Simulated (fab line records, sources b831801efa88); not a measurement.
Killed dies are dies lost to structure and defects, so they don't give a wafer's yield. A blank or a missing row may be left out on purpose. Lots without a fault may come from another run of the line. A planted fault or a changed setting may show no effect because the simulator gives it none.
Which tool did it? | flow sfq_line | 14 lots, 42 wafers sampled, at 2 steps of a route of 325

WHAT THE GAUGES READ, wafer by wafer
The record holds no reading of a measuring or inspecting step that can be judged against a usual standard deviation.

WHICH TOOL RAN EACH LOT (tool, then ch and the chambers of the sampled wafers, then the start)
lot  | SFQ_TRILAYER_L0_CAP_PECVD_011  | SFQ_TRILAYER_L0_VIA_ETCH_VIA_ETCH_016
L464 | pecvd-03 ch 0,1,2, day 3 13:19 | rie_diel-04 ch 2,3, day 5 16:07
L466 | pecvd-01 ch 0,1,2, day 4 00:07 | rie_diel-04 ch 0,1,3, day 6 02:55
L467 | pecvd-03 ch 0,1, day 4 03:54   | rie_diel-02 ch 0,1,2, day 6 06:31
L468 | pecvd-02 ch 0,1,2, day 4 09:43 | rie_diel-02 ch 0,1,3, day 6 10:07
L469 | pecvd-03 ch 1,2, day 4 14:31   | rie_diel-04 ch 0,1,3, day 6 17:21
L473 | pecvd-02 ch 0,2, day 5 19:30   | rie_diel-04 ch 0,1,2, day 8 01:03
L474 | pecvd-03 ch 0,1,2, day 5 22:56 | rie_diel-04 ch 0,1, day 8 04:39
L475 | pecvd-01 ch 1,2, day 6 04:55   | rie_diel-04 ch 0,1, day 8 11:51
L478 | pecvd-02 ch 0,1,2, day 6 21:38 | rie_diel-03 ch 0,1,2, day 9 03:27
L479 | pecvd-01 ch 0,1, day 7 01:13   | rie_diel-02 ch 0,1,2, day 9 08:15
L480 | pecvd-02 ch 0,1, day 7 09:31   | rie_diel-03 ch 0,2,3, day 9 16:39
L483 | pecvd-03 ch 0,1, day 8 00:11   | rie_diel-03 ch 1,2,3, day 10 09:27
L485 | pecvd-03 ch 0,1,2, day 8 10:16 | rie_diel-02 ch 2,3, day 10 22:39
L486 | pecvd-01 ch 0,2, day 8 16:26   | rie_diel-02 ch 0,2, day 11 05:51
- SFQ_TRILAYER_L0_CAP_PECVD_011: deposits SiO2 from SiH4/N2O, time 13.333 s, target thk 60 nm.
- SFQ_TRILAYER_L0_VIA_ETCH_VIA_ETCH_016: etches SiO2 in CHF3, stops on MoNx KI, target depth 80 nm.

WHAT THE TOOLS THEMSELVES READ (means of the sampled wafers that have a number; where no wafer has one, the mark that the record gives instead)
SFQ_TRILAYER_L0_CAP_PECVD_011.
lot  | tool     | heater_power_w (W) | rf_fwd_power_W (W) | showerhead_vpp_V (V) | throttle_valve_pct (%)
L464 | pecvd-03 | 86                 | 180.1              | 846                  | 23.8
L466 | pecvd-01 | 80                 | 180.6              | 854                  | 24.0
L467 | pecvd-03 | 98                 | 179.2              | 870                  | 23.9
L468 | pecvd-02 | 77                 | 179.0              | 801                  | 26.2
L469 | pecvd-03 | 81                 | 180.7              | 822                  | 23.8
L473 | pecvd-02 | 96                 | 179.4              | 795                  | 25.9
L474 | pecvd-03 | 87                 | 180.2              | 855                  | 24.0
L475 | pecvd-01 | 84                 | 181.1              | 844                  | 24.4
L478 | pecvd-02 | 79                 | 179.6              | 805                  | 26.2
L479 | pecvd-01 | 78                 | 181.1              | 848                  | 25.0
L480 | pecvd-02 | 65                 | 179.1              | 816                  | 26.1
L483 | pecvd-03 | 90                 | 179.5              | 880                  | 24.0
L485 | pecvd-03 | 84                 | 179.3              | 855                  | 24.0
L486 | pecvd-01 | 80                 | 181.0              | 863                  | 24.2

SFQ_TRILAYER_L0_VIA_ETCH_VIA_ETCH_016.
lot  | tool        | bias_w (W) | chamber_pressure_mTorr (mTorr) | drypump_motor_current_A (A) | oes_product_au (a.u.) | rf_fwd_power_W (W)
L464 | rie_diel-04 | 80.01      | 29.983                         | 5.84                        | 0.844                 | 493.8
L466 | rie_diel-04 | 79.99      | 30.005                         | 5.78                        | 0.845                 | 494.7
L467 | rie_diel-02 | 80.19      | 30.003                         | 6.06                        | 0.848                 | 496.7
L468 | rie_diel-02 | 80.00      | 29.992                         | 5.97                        | 0.839                 | 495.8
L469 | rie_diel-04 | 79.90      | 29.983                         | 5.77                        | 0.835                 | 494.6
L473 | rie_diel-04 | 79.97      | 29.991                         | 5.77                        | 0.846                 | 493.2
L474 | rie_diel-04 | 79.96      | 30.019                         | 5.75                        | 0.854                 | 496.5
L475 | rie_diel-04 | 79.97      | 30.001                         | 5.74                        | 0.853                 | 495.7
L478 | rie_diel-03 | 80.01      | 29.999                         | 6.00                        | 0.841                 | 494.2
L479 | rie_diel-02 | 80.00      | 30.042                         | 6.09                        | 0.843                 | 493.8
L480 | rie_diel-03 | 79.97      | 29.977                         | 5.72                        | 0.840                 | 496.4
L483 | rie_diel-03 | 79.86      | 30.012                         | 5.75                        | 0.990                 | 497.0
L485 | rie_diel-02 | 79.74      | 29.984                         | 6.01                        | 0.998                 | 493.2
L486 | rie_diel-02 | 80.11      | 30.014                         | 6.09                        | 0.849                 | 493.6

THE ANSWER, worked out from the rows above alone
Rule: what is usual is taken from the lots themselves. Put in order of their means at a reading, lots are off if they are a third of the lots or fewer, leave a main group of 4 or more, and stand apart from it by a gap of 3 or more times the standard deviation of the main group's means; of several such gaps the widest counts. A main group whose means are all the same, to the digits that the tables above print for the reading, isn't used. A lot without any number at a reading at which 4 lots or more have one is off too. The other lots that the step has rows for count as sound. The gauges are gone through in route order, then the tools' own readings, and for those a lot's mean is taken as printed above. The first step at which some lot is off is used, and at that step the reading that is off furthest; a lot without a number counts as furthest.
Off: L483, L485, at SFQ_TRILAYER_L0_VIA_ETCH_VIA_ETCH_016 (oes_product_au). The main group: mean 0.845 a.u., standard deviation 0.0054.
A tool fits if, at that step or a process step before it, it ran every lot that is off, and no sound lot after the first of them. One fits: pecvd-03 at SFQ_TRILAYER_L0_CAP_PECVD_011. Its last sound lot is L474 (day 5 22:56), its first lot that is off L483 (day 8 00:11): a fault that began between those two fits.

WHAT THE SIMULATOR HAD PUT IN
Process parameter drift: pecvd-03, from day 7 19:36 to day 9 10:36, at SFQ_TRILAYER_L0_CAP_PECVD_011. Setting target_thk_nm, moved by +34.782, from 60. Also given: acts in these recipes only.
Lots struck among those shown: L483, L485. The rule above found the same.
